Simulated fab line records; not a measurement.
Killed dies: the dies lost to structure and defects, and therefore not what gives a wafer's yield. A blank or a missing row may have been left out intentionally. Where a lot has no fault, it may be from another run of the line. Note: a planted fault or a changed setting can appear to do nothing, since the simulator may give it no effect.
fab line records | flow sky130
record: lots: 7 wafers: 21 lastDay: 50
route steps=708 shown CAP2M@620 METAL4@621 PAD_OPEN@708
lots that met no fault: taken from a fault-free run of the same line
startH: hours from the record's opening day to when the first of the lot's shown wafers began | waitH: time in hours since the lot's previous step | " repeats the value in the row above | L1.1+2: one row covering several wafers at once | - no value, or no start given | * or withheld: withheld | < > ~ a bound
route shown NAME@n: NAME is a module with steps in the file, n the number in the route of the first one | usual: the fault-free wafers' mean and standard deviation | same: alike in all rows | chamber/n: place in a boat | sites: per-site readings | _std_site: the standard deviation of these | _edge_site: inner sites' mean taken away from outer sites' mean | radiusMm: for every site, how far away it sits from the centre of the wafer | mask NAME#n: copy n | behind: the most recent tool/chamber to have shaped the wafer | hold: the reason the lot was held/the length of the hold in hours/how it ended | device: whichever transistor did not switch (one of n, p or np) | end of line: tests run on the same wafers once the route is complete | a step with no rows: only its recipe | killed: count of dies lost to structure and defects at first sort (not the wafer's yield) | map: dies across one wafer; x = killed, . = not, _ = none there
set.NAME: the setting as run; set.NAME@STEP: as run at that earlier step | model.NAME: the simulator's own value behind a step, which no gauge read
a table for each step, a row for each wafer; lots at some steps of the route
services: a tool's chamber out of use, with start hour (startH, from the record's first day; less than 0 if before it), hours out, and reason
== steps ==
step: SKY_CAP2M_CLEAN_17
recipe: chemistry: O3/DIW dry: n2Spin
step: SKY_METAL4_DEHYDRATE_05
recipe: tempC: 200 timeS: 60
step: SKY_METAL4_HMDS_06
recipe: primeTimeS: 60 primeTempC: 120
step: SKY_METAL4_COAT_07
recipe: resist: BARC tempC: withheld timeS: withheld spinRpm: 3000 resistThkNm: 60
step: SKY_METAL4_COAT_08
recipe: resist: KrF-thick spinRpm: 3000 resistThkNm: 1140
step: SKY_METAL4_SOFTBAKE_09
recipe: tempC: 100 timeS: 90 resist: KrF-thick
step: SKY_METAL4_EXPOSE_10
recipe: maskId: MM4 na: 0.68 sourceShape: annular sigmaInner: 0.4 sigmaOuter: 0.8 targetCdNm: 300 doseMj: 28
step: SKY_METAL4_PEB_11
recipe: pebTempC: withheld pebTimeS: withheld resist: KrF-thick
step: SKY_METAL4_DEVELOP_12
recipe: developTimeS: 60 resist: KrF-thick devTempC: 21
step: SKY_METAL4_CD_MEAS_13
recipe: targetCdNm: 300
usual: cdNm: 299.5/1.5
columns lot.wafer tool chamber startH waitH cdNm
L449.1 cdSem-01 - 1000.77 - 301.6
L449.3 " - " " 302.3
L449.6 " - " " 301.8
L458.1 cdSem-01 - 1069.91 - 300.8
L458.2 " - " " 301.2
L458.6 " - " " 301.6
L462.2 cdSem-02 - 1088.44 - 300.1
L462.3 " - " " 300.2
L462.5 " - " " 300.6
L463.3 cdSem-02 - 1099.52 - 298.5
L463.4 " - " " 300.3
L463.5 " - " " 296.8
L465.2 cdSem-02 - 1107.83 - 300.7
L465.4 " - " " 299.7
L465.5 " - " " 299.6
L466.2 cdSem-01 - 1117.50 - 299.7
L466.4 " - " " 298.9
L466.6 " - " " 299.0
L469.1 cdSem-01 - 1124.74 - 301.2
L469.5 " - " " 300.4
L469.6 " - " " 300.4
step: SKY_METAL4_OVL_MEAS_14
usual: METAL4_OVL: -1/5.7
columns lot.wafer tool chamber startH waitH METAL4_OVL[nm]
L449.1 overlay-01 - 1000.89 0.1 5
L449.3 " - " " 0
L449.6 " - " " 3
L458.1 overlay-01 - 1070.03 0.1 -4
L458.2 " - " " 2
L458.6 " - " " -6
L462.2 overlay-02 - 1088.55 0.1 0
L462.3 " - " " -6
L462.5 " - " " 9
L463.3 overlay-02 - 1099.61 0.1 -2
L463.4 " - " " 3
L463.5 " - " " -5
L465.2 overlay-01 - 1107.93 0.1 2
L465.4 " - " " -4
L465.5 " - " " 4
L466.2 overlay-02 - 1117.60 0.1 -2
L466.4 " - " " -5
L466.6 " - " " -6
L469.1 overlay-02 - 1124.86 0.1 -4
L469.5 " - " " -13
L469.6 " - " " 4
step: SKY_METAL4_DESCUM_15
recipe: chemistry: O2 sourcePowerW: 150 biasPowerW: 0 pressureMtorr: 10 tempC: 40 timeS: 8
usual: drypumpMotorCurrentA: 5.7/0.57 oesProductAu: 0.995/0.0099
same: biasPowerW: 0
columns lot.wafer tool chamber startH waitH drypumpMotorCurrentA oesProductAu rfHoursCounterH
L449.1 rieMetal-02 1 1000.93 0.0 5.1 0.991 14
L449.3 " 1 " " 5.1 0.986 -
L449.6 " 1 " " 5.1 0.996 -
L458.1 rieMetal-04 1 1070.06 0.0 5.3 1.010 12
L458.2 " 0 " " 6.3 0.984 19
L458.6 " 1 " " 5.3 1.002 -
L462.2 rieMetal-02 0 1088.58 0.0 5.7 0.989 5
L462.3 " 0 " " 5.7 0.996 -
L462.5 " 1 " " 5.1 0.989 -
L463.3 rieMetal-02 1 1099.65 0.0 5.1 0.987 -
L463.4 " 0 " " 5.7 0.986 -
L463.5 " 0 " " 5.7 0.984 -
L465.2 rieMetal-02 0 1107.96 0.0 5.7 0.992 6
L465.4 " 0 " " 5.7 0.984 -
L465.5 " 1 " " 5.1 0.983 -
L466.2 rieMetal-03 0 1117.63 0.0 6.8 0.993 24
L466.4 " 0 " " 6.8 0.997 -
L466.6 " 0 " " 6.8 0.996 -
L469.1 rieMetal-04 1 1124.90 0.0 5.3 1.012 16
L469.5 " 1 " " 5.3 1.004 -
L469.6 " 0 " " 6.3 0.993 -
step: SKY_METAL4_ETCH_16
recipe: chemistry: N2/H2 target: BARC ionEnergyEv: 200 biasW: 100 pressureMtorr: 30 n2FlowSccm: 100 h2FlowSccm: 200 icpW: 500 stopOn: SiO2 timeS: 88.2 targetDepthA: 600
usual: biasW: 100.06/0.26 drypumpMotorCurrentA: 5.7/0.57 oesProductAu: 0.626/0.0045 throttleValvePct: 13.205/0.0084
columns lot.wafer tool chamber startH waitH biasW drypumpMotorCurrentA oesProductAu rfHoursCounterH throttleValvePct model.KrF-thick_of_METAL4_COAT_08.thkNm model.METAL4.cdNm
L449.1 rieMetal-02 1 1000.96 0.0 100.32 5.1 0.632 14 13.208 1078 301.1
L449.3 " 1 " " 100.15 5.1 0.623 - 13.205 1079 301.2
L449.6 " 1 " " 100.21 5.1 0.627 - 13.202 1078 300.1
L458.1 rieMetal-04 1 1070.09 0.0 99.78 5.3 0.626 12 13.193 1080 301.9
L458.2 " 0 " " 99.56 6.3 0.626 19 13.223 1079 302.3
L458.6 " 1 " " 99.92 5.3 0.630 - 13.208 1080 301.8
L462.2 rieMetal-02 0 1088.61 0.0 100.41 5.7 0.632 5 13.210 1090 304
L462.3 " 0 " " 100.08 5.7 0.621 - 13.199 1090 305.2
L462.5 " 1 " " 99.65 5.1 0.623 - 13.213 1080 301.6
L463.3 rieMetal-02 1 1099.70 0.0 100.29 5.1 0.624 - 13.200 1081 298.8
L463.4 " 0 " " 99.74 5.7 0.623 - 13.226 1090 304.2
L463.5 " 0 " " 100.32 5.7 0.623 - 13.209 1093 300.8
L465.2 rieMetal-02 0 1107.99 0.0 100.16 5.7 0.637 6 13.200 1092 305.5
L465.4 " 0 " " 99.75 5.7 0.620 - 13.195 1095 304.5
L465.5 " 1 " " 99.95 5.1 0.619 - 13.188 1080 300.6
L466.2 rieMetal-03 0 1117.67 0.0 99.99 6.8 0.628 24 13.213 1068 299
L466.4 " 0 " " 99.46 6.8 0.627 - 13.202 1072 297.6
L466.6 " 0 " " 99.52 6.8 0.630 - 13.205 1070 298.2
L469.1 rieMetal-04 1 1124.93 0.0 100.16 5.3 0.621 16 13.203 1075 301.6
L469.5 " 1 " " 99.75 5.3 0.631 - 13.198 1072 300.3
L469.6 " 0 " " 100.54 6.3 0.630 - 13.200 1074 299.4
step: SKY_METAL4_ETCH_17
recipe: target: SiO2 stopOn: TiN chemistry: C4F8/O2/Ar sourceW: 1500 biasW: 1200 pressureMtorr: 40 c4f8FlowSccm: withheld O2_flow_sccm: 6 Ar_flow_sccm: 300 timeS: 3.9 targetDepthA: 150
usual: biasW: 1200/3.2 oesProductAu: 0.754/0.0065
columns lot.wafer tool chamber startH waitH biasW oesProductAu rfHoursCounterH model.METAL4.cdNm
L449.1 rieDiel-01 0 1001.06 0.1 1203 0.761 11 301.1
L449.3 " 2 " " 1199 0.750 25 301.1
L449.6 " 0 " " 1205 0.765 - 300.2
L458.1 rieDiel-01 1 1070.19 0.1 1205 0.751 15 301.9
L458.2 " 3 " " 1201 0.749 14 302.3
L458.6 " 2 " " 1200 0.763 - 301.7
L462.2 rieDiel-04 1 1088.71 0.1 1200 0.748 1 304.1
L462.3 " 0 " " 1203 0.757 13 305.1
L462.5 " 3 " " 1199 0.753 - 301.6
L463.3 rieDiel-01 1 1099.76 0.0 1198 0.755 16 298.8
L463.4 " 2 " " 1200 0.755 28 304.1
L463.5 " 3 " " 1202 0.750 - 300.8
L465.2 rieDiel-04 1 1108.09 0.1 1203 0.761 1 305.5
L465.4 " 3 " " 1201 0.753 10 304.5
L465.5 " 2 " " 1203 0.761 - 300.6
L466.2 rieDiel-01 0 1117.76 0.1 1199 0.756 14 299
L466.4 " 1 " " 1196 0.761 17 297.7
L466.6 " 2 " " 1201 0.756 - 298.1
L469.1 rieDiel-04 3 1125.03 0.1 1195 0.762 10 301.6
L469.5 " 1 " " 1198 0.760 - 300.3
L469.6 " 2 " " 1204 0.754 - 299.5
step: SKY_METAL4_METAL_ETCH_18
recipe: targetDepthA: 8450 stopOn: SiO2 overEtchFrac: 0.3 timeS: 183.1 chemistry: Cl2/BCl3 resistSidewallDeg: 88 pressureMtorr: 10 icpW: 900 biasW: 48.5 Cl2_flow_sccm: 60 bcl3FlowSccm: 30
usual: biasW: 48.52/0.14 drypumpMotorCurrentA: 5.7/0.59 oesProductAu: 0.866/0.0054 throttleValvePct: 22.265/0.0096
columns lot.wafer tool chamber startH waitH biasW drypumpMotorCurrentA oesProductAu rfHoursCounterH throttleValvePct
L449.1 rieMetal-04 1 1001.08 0.0 48.64 5.3 0.855 8 22.266
L449.3 " 0 " " 48.45 6.3 0.865 - 22.250
L449.6 " 1 " " 48.55 5.3 0.868 - 22.256
L458.1 rieMetal-03 1 1070.21 0.0 48.34 5.4 0.874 12 22.263
L458.2 " 0 " " 48.53 6.8 0.856 21 22.241
L458.6 " 1 " " 48.50 5.4 0.861 - 22.253
L462.2 rieMetal-04 0 1088.73 0.0 48.50 6.3 0.856 20 22.276
L462.3 " 0 " " 48.53 6.3 0.875 - 22.267
L462.5 " 0 " " 48.53 6.3 0.860 - 22.267
L463.3 rieMetal-04 0 1099.84 0.1 48.75 6.3 0.876 - 22.258
L463.4 " 1 " " 48.68 5.3 0.858 - 22.271
L463.5 " 1 " " 48.57 5.3 0.870 - 22.275
L465.2 rieMetal-03 0 1108.11 0.0 48.68 6.8 0.865 24 22.269
L465.4 " 0 " " 48.72 6.8 0.865 - 22.277
L465.5 " 0 " " 48.48 6.8 0.867 - 22.253
L466.2 rieMetal-02 1 1117.78 0.0 48.63 5.1 0.863 22 22.287
L466.4 " 1 " " 48.43 5.1 0.862 - 22.262
L466.6 " 0 " " 48.47 5.7 0.869 - 22.270
L469.1 rieMetal-02 1 1125.05 0.0 48.29 5.1 0.868 23 22.282
L469.5 " 1 " " 48.57 5.1 0.861 - 22.267
L469.6 " 0 " " 48.18 5.7 0.865 - 22.280
step: SKY_PAD_OPEN_PROBE_99
usual: defectLimitedYield: 82.1/1.9 killed_at_M0_to_M3: 44/7.3 killed_at_M4_up: 3.5/1.8 killedAtContacts: 24/5.8 killedAtFrontEnd: 16/4.3 killedAtOther: 0.5/0.68 killedDies: 88/9.4 killedOpen: 48/6.8 killedShort: 40/6.1 sort_bin_3_pad_short: 0.9/0.39 sort_bin_5_function: 10.5/1.4 sort_bin_6_memory: 6.4/1.1 sortNPass: 404/9.4 sortYieldPct: 82.1/1.9
same: grossDies: 492 killedAtBackSide: 0 sort_bin_4_leakage[%]: 0 sort_bin_8_speed[%]: 0
columns lot.wafer tool chamber startH waitH defectLimitedYield[%] killed_at_M0_to_M3 killed_at_M4_up killedAtContacts killedAtFrontEnd killedAtOther killedDies killedOpen killedShort sort_bin_3_pad_short[%] sort_bin_5_function[%] sort_bin_6_memory[%] sortNPass sortYieldPct[%]
L449.1 prober-01 - 1095.33 0.1 85.4 41 3 20 7 1 72 38 34 0.4 9.6 4.7 420 85.4
L449.3 prober-01 - 1095.43 0.2 84.1 38 7 16 17 0 78 37 40 0.6 8.3 6.9 414 84.1
L449.6 prober-01 - 1095.58 0.2 83.7 52 2 19 7 0 80 50 30 0.6 10.0 5.7 412 83.7
L458.1 prober-01 - 1155.25 0.1 78.9 48 3 29 24 0 104 62 39 0.4 13.2 7.5 388 78.9
L458.2 prober-01 - 1155.30 0.1 78.9 49 4 29 22 0 104 54 49 1.2 10.4 9.6 388 78.9
L458.6 prober-01 - 1155.50 0.2 80.5 44 2 31 18 1 96 51 44 1.0 11.2 7.3 396 80.5
L462.2 prober-02 - 1170.30 0.1 80.5 45 6 32 12 1 96 53 42 0.6 12.0 6.9 396 80.5
L462.3 prober-02 - 1170.35 0.2 85.4 38 2 14 17 1 72 38 33 1.0 8.1 5.5 420 85.4
L462.5 prober-02 - 1170.45 0.2 81.7 37 5 33 14 1 90 37 53 0.8 10.8 6.7 402 81.7
L463.3 prober-02 - 1181.33 0.2 79.5 49 5 33 14 0 101 59 41 1.6 11.2 7.7 391 79.5
L463.4 prober-02 - 1181.38 0.2 83.3 51 3 17 10 1 82 40 40 1.2 9.3 6.1 410 83.3
L463.5 prober-02 - 1181.43 0.2 87.4 24 3 17 17 1 62 28 30 0 7.5 5.1 430 87.4
L466.2 prober-01 - 1195.33 0.1 81.7 42 5 22 21 0 90 43 47 1.2 11.2 5.9 402 81.7
L466.4 prober-01 - 1195.43 0.2 81.9 42 7 25 15 0 89 51 38 0.8 10.6 6.7 403 81.9
L466.6 prober-01 - 1195.53 0.2 83.1 36 4 32 11 0 83 51 32 1.0 10.6 5.3 409 83.1
L469.1 prober-01 - 1198.42 0.1 82.3 38 4 21 23 1 87 51 36 0.6 11.2 5.9 405 82.3
L469.5 prober-01 - 1198.62 0.2 82.7 37 5 26 17 0 85 50 35 0.8 11.6 4.9 407 82.7
L469.6 prober-01 - 1198.67 0.2 84.1 34 1 26 17 0 78 48 30 0.8 8.9 6.1 414 84.1
killed by level:class
L449.1 VIA2:geometricParticle:open=8 METAL1:geometricParticle:short=7 VIA3:geometricParticle:open=7 LI_CONTACT:geometricParticle:open=6 LI_CONTACT:geometricParticle:short=4 VIA1:geometricParticle:open=4 CONTACT:geometricParticle:open=4 METAL3:geometricParticle:short=4
L449.3 METAL2:geometricParticle:short=9 VIA1:geometricParticle:open=8 VIA3:geometricParticle:open=6 FIELD_ISO:geometricParticle:open=5 POLY_GATE:geometricParticle:short=5 LI_CONTACT:geometricParticle:open=5 VIA1:geometricParticle:short=5 POLY_GATE:geometricParticle:open=4
L449.6 VIA2:geometricParticle:open=12 VIA1:geometricParticle:open=11 METAL1:geometricParticle:short=8 CONTACT:geometricParticle:open=7 LI_CONTACT:geometricParticle:open=6 VIA1:geometricParticle:short=4 CONTACT:geometricParticle:short=4 VIA3:geometricParticle:open=4
L458.1 VIA3:geometricParticle:open=12 VIA1:geometricParticle:open=12 CONTACT:geometricParticle:open=10 METAL1:geometricParticle:short=7 LI_CONTACT:geometricParticle:open=6 CONTACT:geometricParticle:short=6 FIELD_ISO:geometricParticle:open=5 FIELD_ISO:geometricParticle:short=4
L458.2 CONTACT:geometricParticle:open=12 VIA3:geometricParticle:open=10 VIA2:geometricParticle:open=8 LI_CONTACT:geometricParticle:open=7 METAL1:geometricParticle:short=6 METAL3:geometricParticle:short=6 FIELD_ISO:geometricParticle:open=5 METAL2:geometricParticle:short=5
L458.6 VIA1:geometricParticle:open=13 LI_CONTACT:geometricParticle:open=10 CONTACT:geometricParticle:open=9 VIA3:geometricParticle:open=6 CONTACT:geometricParticle:short=5 FIELD_ISO:geometricParticle:short=4 POLY_GATE:geometricParticle:open=4 LI_CONTACT:geometricParticle:short=4
L462.2 CONTACT:geometricParticle:open=12 VIA1:geometricParticle:open=10 CONTACT:geometricParticle:short=8 VIA3:geometricParticle:open=7 LI_CONTACT:geometricParticle:open=6 METAL2:geometricParticle:short=6 VIA2:geometricParticle:open=6 POLY_GATE:geometricParticle:short=5
L462.3 VIA3:geometricParticle:open=8 CONTACT:geometricParticle:open=7 VIA1:geometricParticle:open=7 FIELD_ISO:geometricParticle:short=5 FIELD_ISO:geometricParticle:open=5 VIA2:geometricParticle:open=5 CONTACT:geometricParticle:short=4 METAL1:geometricParticle:short=4
L462.5 CONTACT:geometricParticle:short=12 CONTACT:geometricParticle:open=9 VIA1:geometricParticle:open=8 VIA2:geometricParticle:open=6 FIELD_ISO:geometricParticle:short=5 METAL1:geometricParticle:short=5 LI_CONTACT:geometricParticle:open=5 LOCAL_INTERCONNECT:geometricParticle:short=4
L463.3 VIA1:geometricParticle:open=19 CONTACT:geometricParticle:open=10 CONTACT:geometricParticle:short=8 LI_CONTACT:geometricParticle:open=7 VIA3:geometricParticle:open=6 METAL2:geometricParticle:short=6 VIA2:geometricParticle:open=6 METAL3:geometricParticle:short=4
L463.4 VIA1:geometricParticle:open=11 METAL1:geometricParticle:short=8 VIA2:geometricParticle:open=7 METAL2:geometricParticle:short=7 CONTACT:geometricParticle:open=6 LI_CONTACT:geometricParticle:open=5 VIA1:geometricParticle:short=4 VIA3:geometricParticle:open=4
L463.5 VIA1:geometricParticle:open=5 LI_CONTACT:geometricParticle:open=5 LOCAL_INTERCONNECT:geometricParticle:short=5 VIA1:geometricParticle:short=5 POLY_GATE:geometricParticle:short=4 POLY_GATE:geometricParticle:open=3 CONTACT:geometricParticle:open=3 VIA2:geometricParticle:open=3
L466.2 VIA1:geometricParticle:open=9 METAL1:geometricParticle:short=7 POLY_GATE:geometricParticle:short=7 CONTACT:geometricParticle:open=7 VIA2:geometricParticle:open=7 METAL2:geometricParticle:short=6 FIELD_ISO:geometricParticle:short=5 LI_CONTACT:geometricParticle:open=5
L466.4 CONTACT:geometricParticle:open=12 VIA1:geometricParticle:open=11 VIA3:geometricParticle:open=9 LI_CONTACT:geometricParticle:open=6 METAL2:geometricParticle:short=6 METAL4:geometricParticle:short=6 FIELD_ISO:geometricParticle:open=4 POLY_GATE:geometricParticle:open=4
L466.6 CONTACT:geometricParticle:open=14 VIA1:geometricParticle:open=8 LI_CONTACT:geometricParticle:open=6 VIA2:geometricParticle:open=5 LOCAL_INTERCONNECT:geometricParticle:short=4 METAL2:geometricParticle:short=4 FIELD_ISO:geometricParticle:open=3 LI_CONTACT:geometricParticle:short=3
L469.1 VIA1:geometricParticle:open=9 CONTACT:geometricParticle:open=8 FIELD_ISO:geometricParticle:open=7 LI_CONTACT:geometricParticle:open=7 POLY_GATE:geometricParticle:short=7 VIA2:geometricParticle:open=6 VIA3:geometricParticle:open=4 FIELD_ISO:geometricParticle:short=3
L469.5 CONTACT:geometricParticle:open=9 LI_CONTACT:geometricParticle:open=8 VIA1:geometricParticle:open=7 FIELD_ISO:geometricParticle:short=6 VIA2:geometricParticle:open=6 VIA3:geometricParticle:open=6 METAL1:geometricParticle:short=5 POLY_GATE:geometricParticle:open=4
L469.6 CONTACT:geometricParticle:open=9 VIA1:geometricParticle:open=8 FIELD_ISO:geometricParticle:open=7 LI_CONTACT:geometricParticle:open=6 VIA3:geometricParticle:open=6 METAL2:geometricParticle:short=5 VIA2:geometricParticle:open=5 LI_CONTACT:geometricParticle:short=4
== services ==
columns tool chamber startH hours kind
rieMetal-03 - 995.05 15.6 pm
rieMetal-02 0 1014.23 - clean
rieMetal-02 0 1014.23 21.5 scheduledDown
rieMetal-02 0 1014.23 21.5 ventCycle
rieMetal-02 - 1037.74 2.8 pm
rieDiel-01 - 1037.99 0.7 repair
rieDiel-04 1 1043.33 - clean
rieDiel-04 1 1043.33 11.5 scheduledDown
rieDiel-04 1 1043.33 11.5 ventCycle
rieDiel-04 2 1049.93 6.1 repair
rieMetal-02 1 1068.34 19.5 repair
rieMetal-03 0 1080.82 9.5 repair
rieDiel-04 1 1089.74 7.3 repair
rieMetal-03 0 1113.90 2.3 repair
== key ==
firstSign none at tools or gauges
modelEffect: step: SKY_METAL4_ETCH_16 value: KrF-thick_of_METAL4_COAT_08.thkNm without: 1080 struck: 1092
modelEffect: step: SKY_METAL4_ETCH_17 value: METAL4.cdNm without: 300.3 struck: 304
metAt SKY_METAL4_ETCH_16
struckWafers L462.2,L462.3,L463.4,L463.5,L465.2,L465.4
fault: kind: processParameterDrift tool: rieMetal-02 chamber: 0 onsetH: 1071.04 steps: SKY_METAL4_ETCH_16 channel: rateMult offset: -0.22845 shape: step endH: 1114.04
